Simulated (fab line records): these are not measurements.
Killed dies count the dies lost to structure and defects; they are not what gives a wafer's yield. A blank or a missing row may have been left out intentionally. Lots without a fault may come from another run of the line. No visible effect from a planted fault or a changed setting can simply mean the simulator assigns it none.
fab line records -- flow sfq_line
record: lots: 13, wafers: 36, last_day: 77
route steps=325 shown I2@105 C5@249 I6@267 M8@318
lots untouched by any fault: they come from a run of this same line in which no faults occurred
start_h: start of the lot's first displayed wafer, in hours after the record's first day -- wait_h: time in hours since the lot's previous step -- " unchanged from the row above -- L1.1+2: a single row standing in for several wafers -- - either no value or no given start -- * or withheld: withheld -- < > ~ a bound
route shown NAME@n: a module of which the file shows steps, and the number in the route of the first -- usual: mean and standard deviation over wafers with no fault -- same: alike in all rows -- chamber/n: place in a boat -- sites: each site's reading -- _std_site: the values' standard deviation -- _edge_site: inner sites' mean taken away from outer sites' mean -- radius_mm: how far each site lies from the wafer's centre -- mask NAME#n: copy n -- behind: the last tool/chamber to shape the wafer -- hold: reason for holding the lot/hours on hold/outcome of the hold -- device: the transistor (n, p or np) that didn't switch -- end of line: the same wafers' tests at the end of the route -- step lacking rows: just its recipe -- killed: count of dies lost to structure and defects at first sort (not the wafer's yield) -- map: shows each die of a wafer: x if killed, . if not, _ if none is there
set.NAME: the run value of the setting; set.NAME@STEP: its run value at that earlier step -- model.NAME: the simulator's own value behind a step, which no gauge read
the route's steps for a sample of lots (tables are steps, rows are wafers)
services: from which hour (start_h, from the record's first day; less than 0 if before it) a tool's chamber was out of use, for how many hours, and why
== steps ==
step: SFQ_I2_BOW_MEAS_917
recipe: mode: bow
usual: I2_BOW: 0/8.7
lot.wafer,tool,chamber,start_h,wait_h,I2_BOW[um]
L754.2,film_metro-01,-,469.82,1.0,-6
L754.3,film_metro-01,-,469.82,1.0,3
L754.5,film_metro-01,-,469.82,1.0,-3
L755.2,film_metro-04,-,475.82,1.5,7
L755.4,film_metro-04,-,475.82,1.5,5
L755.6,film_metro-04,-,475.82,1.5,11
L756.1,film_metro-02,-,481.10,2.0,6
L756.3,film_metro-02,-,481.10,2.0,0
L756.6,film_metro-02,-,481.10,2.0,9
L757.1,film_metro-01,-,487.10,2.0,-1
L757.2,film_metro-01,-,487.10,2.0,2
L757.6,film_metro-01,-,487.10,2.0,-10
L758.1,film_metro-01,-,491.75,2.5,4
L758.3,film_metro-01,-,491.75,2.5,6
L758.5,film_metro-01,-,491.75,2.5,8
L760.2,film_metro-04,-,509.35,2.5,4
L760.3,film_metro-04,-,509.35,2.5,15
L760.5,film_metro-04,-,509.35,2.5,11
L761.1,film_metro-01,-,521.33,1.0,-3
L761.2,film_metro-01,-,521.33,1.0,-3
L761.6,film_metro-01,-,521.33,1.0,-7
L763.1,film_metro-04,-,551.18,2.5,-3
L763.6,film_metro-04,-,551.18,2.5,9
L768.1,film_metro-04,-,595.73,2.0,13
L773.1,film_metro-04,-,639.49,1.0,0
L773.2,film_metro-04,-,639.49,1.0,10
L773.5,film_metro-04,-,639.49,1.0,5
L775.1,film_metro-01,-,648.49,2.0,-2
L775.4,film_metro-01,-,648.49,2.0,-12
L775.5,film_metro-01,-,648.49,2.0,-14
L776.4,film_metro-02,-,659.04,2.1,9
L776.5,film_metro-02,-,659.04,2.1,-2
L776.6,film_metro-02,-,659.04,2.1,10
L777.2,film_metro-02,-,662.00,1.5,0
L777.5,film_metro-02,-,662.00,1.5,14
L777.6,film_metro-02,-,662.00,1.5,3
step: SFQ_TRILAYER_C5_STRIP_STRIP_155
recipe: gas: O2, power_w: 200, platen_temp_c: 40, overash_fraction: 0.65, chemistry: O2, pressure_mtorr: 50
usual: drypump_motor_current_A: 5.6/0.43, oes_product_au: 1.009/0.011
lot.wafer,tool,chamber,start_h,wait_h,drypump_motor_current_A,oes_product_au,rf_hours_counter_h
L754.2,rie_metal-03,1,1351.21,-,5.3,1.010,141
L754.3,rie_metal-03,1,1351.21,-,5.3,1.008,-
L754.5,rie_metal-03,0,1351.21,-,5.1,1.014,-
L755.2,rie_metal-03,1,1357.62,-,5.3,1.020,142
L755.4,rie_metal-03,1,1357.62,-,5.3,1.015,-
L755.6,rie_metal-03,1,1357.62,-,5.3,1.021,-
L756.1,rie_metal-03,0,1363.58,-,5.1,1.002,152
L756.3,rie_metal-03,0,1363.58,-,5.1,1.022,-
L756.6,rie_metal-03,0,1363.58,-,5.1,1.015,-
L757.1,rie_metal-02,1,1365.98,-,5.6,0.998,47
L757.2,rie_metal-02,0,1365.98,-,6.3,1.008,32
L757.6,rie_metal-02,1,1365.98,-,5.6,0.997,-
L758.1,rie_metal-02,1,1392.80,-,5.6,1.006,51
L758.3,rie_metal-02,1,1392.80,-,5.6,0.997,-
L758.5,rie_metal-02,0,1392.80,-,6.3,1.005,-
L760.2,rie_metal-03,0,1406.00,-,5.1,1.018,160
L760.3,rie_metal-03,1,1406.00,-,5.3,1.003,-
L760.5,rie_metal-03,1,1406.00,-,5.3,1.014,-
L761.1,rie_metal-02,1,1409.60,-,5.6,0.994,54
L761.2,rie_metal-02,0,1409.60,-,6.3,0.999,39
L761.6,rie_metal-02,0,1409.60,-,6.3,1.004,-
L763.1,rie_metal-04,1,1416.80,-,5.9,1.033,147
L763.6,rie_metal-04,1,1416.80,-,5.8,1.024,-
L768.1,rie_metal-03,0,1461.75,-,5.1,1.005,2
L773.1,rie_metal-03,0,1498.45,-,5.1,1.013,10
L773.2,rie_metal-03,0,1498.45,-,5.1,1.017,-
L773.5,rie_metal-03,0,1498.45,-,5.1,1.017,-
L775.1,rie_metal-02,1,1508.05,-,5.6,1.012,73
L775.4,rie_metal-02,0,1508.05,-,6.3,1.000,-
L775.5,rie_metal-02,0,1508.05,-,6.4,1.009,-
L776.4,rie_metal-04,1,1510.65,-,5.8,1.019,-
L776.5,rie_metal-04,0,1510.65,-,6.0,1.023,-
L776.6,rie_metal-04,1,1510.65,-,5.8,1.034,-
L777.2,rie_metal-02,0,1515.25,-,6.3,1.011,56
L777.5,rie_metal-02,0,1515.25,-,6.4,1.011,-
L777.6,rie_metal-02,1,1515.25,-,5.6,1.006,-
step: SFQ_TRILAYER_I6_CMP_CMP_166
recipe: material: SiO2, down_force_psi: 3, platen_rpm: 60, pad_velocity_m_s: 0.94248
usual: motor_current_A: 9.8/0.8, time_to_endpoint_s: 215/10
lot.wafer,tool,chamber,start_h,wait_h,motor_current_A,time_to_endpoint_s
L754.3,cmp-02,0,1390.07,4.3,9.9,212
L754.2,cmp-02,1,1390.07,4.3,8.8,211
L754.5,cmp-02,1,1392.57,6.7,9.0,211
L755.4,cmp-02,1,1397.07,2.8,8.8,206
L755.2,cmp-02,2,1397.07,2.8,10.8,224
L755.6,cmp-02,0,1398.57,4.3,10.0,230
L756.3,cmp-02,0,1399.07,0.1,9.5,204
L756.1,cmp-02,2,1400.07,1.1,10.3,223
L756.6,cmp-02,0,1401.07,2.0,10.4,210
L757.1,cmp-01,3,1403.87,1.3,9.6,207
L757.2,cmp-01,0,1403.87,1.3,9.3,226
L757.6,cmp-01,3,1405.87,3.2,9.1,219
L758.1,cmp-02,1,1432.63,2.8,9.5,190
L758.3,cmp-02,2,1432.63,2.8,11.2,217
L758.5,cmp-02,2,1435.13,5.3,9.7,210
L760.3,cmp-02,3,1442.65,3.3,11.3,203
L760.2,cmp-02,2,1444.15,4.8,10.6,214
L760.5,cmp-02,0,1445.15,5.7,9.8,217
L761.2,cmp-02,1,1445.65,3.5,8.6,202
L761.1,cmp-02,0,1447.15,5.0,10.0,212
L761.6,cmp-02,1,1447.15,5.0,9.3,218
L763.1,cmp-02,1,1458.33,8.2,8.9,205
L763.6,cmp-02,1,1460.33,10.1,9.4,183
L768.1,cmp-02,2,1491.95,1.2,9.8,212
L773.1,cmp-01,1,1541.96,1.8,10.2,200
L773.2,cmp-01,2,1541.96,1.8,10.2,222
L773.5,cmp-01,2,1544.46,4.3,9.4,220
L775.1,cmp-01,1,1552.26,0.0,9.9,195
L775.4,cmp-01,3,1553.26,1.0,9.4,208
L775.5,cmp-01,2,1554.76,2.5,10.0,222
L776.4,cmp-02,2,1555.82,2.4,10.3,238
L776.5,cmp-02,3,1555.82,2.4,11.6,225
L776.6,cmp-02,0,1555.82,2.4,9.4,231
L777.2,cmp-02,0,1558.76,0.5,9.9,226
L777.5,cmp-02,3,1560.26,2.0,11.4,219
L777.6,cmp-02,0,1560.26,2.0,9.1,222
step: SFQ_TRILAYER_I6_METRO_MEASURE_167
usual: thk_nm: 200.2/1.4
lot.wafer,tool,chamber,start_h,wait_h,thk_nm
L754.2,film_metro-03,-,1393.39,0.3,198.9
L754.3,film_metro-03,-,1393.39,0.3,200.1
L754.5,film_metro-03,-,1393.39,0.3,198.4
L755.2,film_metro-02,-,1399.39,0.3,202.1
L755.4,film_metro-02,-,1399.39,0.3,199.4
L755.6,film_metro-02,-,1399.39,0.3,200.8
L756.1,film_metro-02,-,1402.19,0.1,200.9
L756.3,film_metro-02,-,1402.19,0.1,199.0
L756.6,film_metro-02,-,1402.19,0.1,200.5
L757.1,film_metro-01,-,1406.99,0.1,199.7
L757.2,film_metro-01,-,1406.99,0.1,201.9
L757.6,film_metro-01,-,1406.99,0.1,200.1
L758.1,film_metro-02,-,1435.75,0.1,198.6
L758.3,film_metro-02,-,1435.75,0.1,201.1
L758.5,film_metro-02,-,1435.75,0.1,201.6
L760.2,film_metro-03,-,1445.97,0.3,201.2
L760.3,film_metro-03,-,1445.97,0.3,199.6
L760.5,film_metro-03,-,1445.97,0.3,200.8
L761.1,film_metro-02,-,1448.77,0.1,200.6
L761.2,film_metro-02,-,1448.77,0.1,198.2
L761.6,film_metro-02,-,1448.77,0.1,198.5
L763.1,film_metro-03,-,1460.95,0.1,197.1
L763.6,film_metro-03,-,1461.95,1.0,248.7
L768.1,film_metro-01,-,1494.57,0.1,200.2
L773.1,film_metro-03,-,1545.08,0.1,198.5
L773.2,film_metro-03,-,1545.08,0.1,201.8
L773.5,film_metro-03,-,1545.08,0.1,200.7
L775.1,film_metro-01,-,1555.38,0.1,198.5
L775.4,film_metro-01,-,1555.38,0.1,199.5
L775.5,film_metro-01,-,1555.38,0.1,201.6
L776.4,film_metro-01,-,1558.04,0.6,202.6
L776.5,film_metro-01,-,1558.04,0.6,200.8
L776.6,film_metro-01,-,1558.04,0.6,201.0
L777.2,film_metro-03,-,1561.58,0.3,202.3
L777.5,film_metro-03,-,1561.58,0.3,202.8
L777.6,film_metro-03,-,1561.58,0.3,202.1
step: SFQ_TRILAYER_I6_VIA_ETCH_VIA_ETCH_172
recipe: target: SiO2, stop_on: Nb, mask_material: PR, taper_deg: 20, chemistry: CHF3, target_depth_nm: 260, source_w: 500, bias_w: 80, pressure_mtorr: 30, time_s: withheld
usual: drypump_motor_current_A: 5.87/0.22, oes_product_au: 0.855/0.006, rf_fwd_power_W: 498.0/1.5
lot.wafer,tool,chamber,start_h,wait_h,drypump_motor_current_A,oes_product_au,rf_fwd_power_W
L754.2,rie_diel-03,0,1497.20,0.0,5.99,0.847,500.0
L754.3,rie_diel-03,3,1497.20,0.0,5.23,0.858,498.1
L754.5,rie_diel-03,3,1497.20,0.0,5.23,0.852,497.6
L755.2,rie_diel-04,0,1504.40,0.0,5.71,0.855,495.9
L755.4,rie_diel-04,3,1504.40,0.0,5.82,0.856,497.9
L755.6,rie_diel-04,2,1504.40,0.0,5.84,0.865,497.1
L756.1,rie_diel-03,0,1506.91,0.0,5.99,0.862,498.4
L756.3,rie_diel-03,2,1506.91,0.0,5.93,0.853,499.9
L756.6,rie_diel-03,1,1506.91,0.0,6.11,0.855,500.1
L757.1,rie_diel-04,0,1514.00,0.0,5.73,0.849,496.7
L757.2,rie_diel-04,3,1514.00,0.0,5.84,0.862,496.5
L757.6,rie_diel-04,3,1514.00,0.0,5.81,0.852,496.6
L758.1,rie_diel-04,2,1540.40,0.0,5.84,0.862,496.8
L758.3,rie_diel-04,0,1540.40,0.0,5.71,0.860,496.4
L758.5,rie_diel-04,2,1540.40,0.0,5.86,0.867,496.0
L760.2,rie_diel-04,3,1551.20,0.0,5.83,0.851,499.5
L760.3,rie_diel-04,0,1551.20,0.0,5.71,0.856,496.9
L760.5,rie_diel-04,3,1551.20,0.0,5.83,0.857,499.1
L761.1,rie_diel-03,1,1553.60,0.0,6.08,0.856,498.3
L761.2,rie_diel-03,0,1553.60,0.0,5.98,0.849,494.9
L761.6,rie_diel-03,3,1553.60,0.0,5.23,0.848,498.5
L763.1,rie_diel-02,0,1564.40,0.0,6.01,0.841,496.4
L763.6,rie_diel-02,0,1564.40,0.0,6.03,0.959,497.4
L768.1,rie_diel-04,3,1601.15,0.0,5.80,0.852,496.1
L773.1,rie_diel-02,3,1638.93,0.0,5.80,0.857,498.9
L773.2,rie_diel-02,2,1638.93,0.0,6.12,0.856,498.6
L773.5,rie_diel-02,2,1638.93,0.0,6.11,0.859,498.4
L775.1,rie_diel-03,2,1648.53,0.0,5.94,0.841,498.0
L775.4,rie_diel-03,0,1648.53,0.0,5.96,0.845,499.1
L775.5,rie_diel-03,2,1648.53,0.0,5.93,0.862,501.6
L776.4,rie_diel-02,3,1649.78,0.1,5.78,0.854,495.9
L776.5,rie_diel-02,1,1649.78,0.1,6.11,0.853,500.1
L776.6,rie_diel-02,0,1649.78,0.1,5.99,0.858,495.6
L777.2,rie_diel-04,1,1654.53,0.0,5.83,0.863,499.2
L777.5,rie_diel-04,0,1654.53,0.0,5.71,0.859,498.5
L777.6,rie_diel-04,3,1654.53,0.0,5.80,0.856,497.2
step: SFQ_M8_OVL_MEAS_948
usual: M8_OVL: -1/5.3
lot.wafer,tool,chamber,start_h,wait_h,M8_OVL[nm]
L754.2,overlay-02,-,1658.68,0.1,-6
L754.3,overlay-02,-,1658.68,0.1,-7
L754.5,overlay-02,-,1658.68,0.1,-7
L755.2,overlay-02,-,1667.08,0.1,-2
L755.4,overlay-02,-,1667.08,0.1,-3
L755.6,overlay-02,-,1667.08,0.1,-4
L756.1,overlay-02,-,1668.28,0.1,5
L756.3,overlay-02,-,1668.28,0.1,0
L756.6,overlay-02,-,1668.28,0.1,2
L757.1,overlay-01,-,1673.08,0.1,2
L757.2,overlay-01,-,1673.08,0.1,-2
L757.6,overlay-01,-,1673.08,0.1,-8
L758.1,overlay-02,-,1691.83,0.1,1
L758.3,overlay-02,-,1691.83,0.1,6
L758.5,overlay-02,-,1691.83,0.1,-1
L760.2,overlay-02,-,1700.23,0.1,-10
L760.3,overlay-02,-,1700.23,0.1,-3
L760.5,overlay-02,-,1700.23,0.1,-14
L761.1,overlay-02,-,1703.83,0.1,1
L761.2,overlay-02,-,1703.83,0.1,0
L761.6,overlay-02,-,1703.83,0.1,0
L763.1,overlay-02,-,1708.63,0.1,-7
L763.6,overlay-02,-,1708.63,0.1,-9
L768.1,overlay-02,-,1736.33,0.1,0
L773.1,overlay-02,-,1828.56,0.1,-5
L773.2,overlay-02,-,1828.56,0.1,4
L773.5,overlay-02,-,1828.56,0.1,1
L775.1,overlay-01,-,1834.56,0.1,6
L775.4,overlay-01,-,1834.56,0.1,13
L775.5,overlay-01,-,1834.56,0.1,3
L776.4,overlay-02,-,1835.78,0.1,12
L776.5,overlay-02,-,1835.78,0.1,8
L776.6,overlay-02,-,1835.78,0.1,5
L777.2,overlay-02,-,1840.56,0.1,4
L777.5,overlay-02,-,1840.56,0.1,1
L777.6,overlay-02,-,1840.56,0.1,5
== services ==
tool,chamber,start_h,hours,kind
cmp-02,-,1328.20,5.6,repair
film_metro-03,-,1348.37,0.7,pm
rie_diel-04,1,1359.90,9.5,repair
rie_metal-02,-,1365.36,0.4,repair
cmp-02,-,1368.76,3.3,repair
film_metro-03,-,1373.86,2.0,pm
cmp-02,-,1378.03,9.0,pm
rie_diel-04,-,1389.48,14.6,pm
rie_metal-02,0,1412.87,8.6,repair
cmp-02,-,1435.63,4.0,pm
rie_diel-04,-,1477.95,2.8,pm
rie_diel-04,0,1485.56,4.5,repair
cmp-02,-,1507.57,0.7,repair
rie_metal-03,1,1507.66,5.6,repair
cmp-02,-,1542.56,4.3,pm
rie_metal-02,-,1561.17,1.3,repair
rie_metal-03,0,1588.09,4.3,repair
rie_metal-03,1,1588.18,6.6,repair
rie_metal-03,-,1592.42,1.4,pm
cmp-02,-,1596.94,4.0,pm
cmp-02,-,1611.97,2.4,repair
rie_metal-02,-,1632.57,2.8,pm
rie_metal-03,-,1636.12,0.2,repair
cmp-02,-,1637.70,1.0,repair
== key ==
first_sign: step: SFQ_TRILAYER_I6_CMP_CMP_166, reading: time_to_endpoint_s, direction: down, sigmas: 3.1, usual: *, struck: *
effect: step: SFQ_TRILAYER_I6_METRO_MEASURE_167, reading: thk_nm, direction: up, sigmas: 35, usual: 200.2, struck: 248.7
effect: step: SFQ_TRILAYER_I6_VIA_ETCH_VIA_ETCH_172, reading: oes_product_au, direction: up, sigmas: 17, usual: 0.855, struck: 0.959
met_at SFQ_TRILAYER_I6_CMP_CMP_166
struck_lots L763
struck_wafers L763.6
not_acting_at SFQ_I2_BOW_MEAS_917,SFQ_TRILAYER_C5_STRIP_STRIP_155,SFQ_M8_OVL_MEAS_948
onset_between 1445.65 1458.33
fault: kind: process_parameter_drift, tool: cmp-02, chamber: -, onset_h: 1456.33, steps: SFQ_TRILAYER_I6_CMP_CMP_166, channel: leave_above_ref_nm, offset: 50, shape: step, end_h: 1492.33, scope: struck_wafers_only, acts_in: these_recipes_only, stated: 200
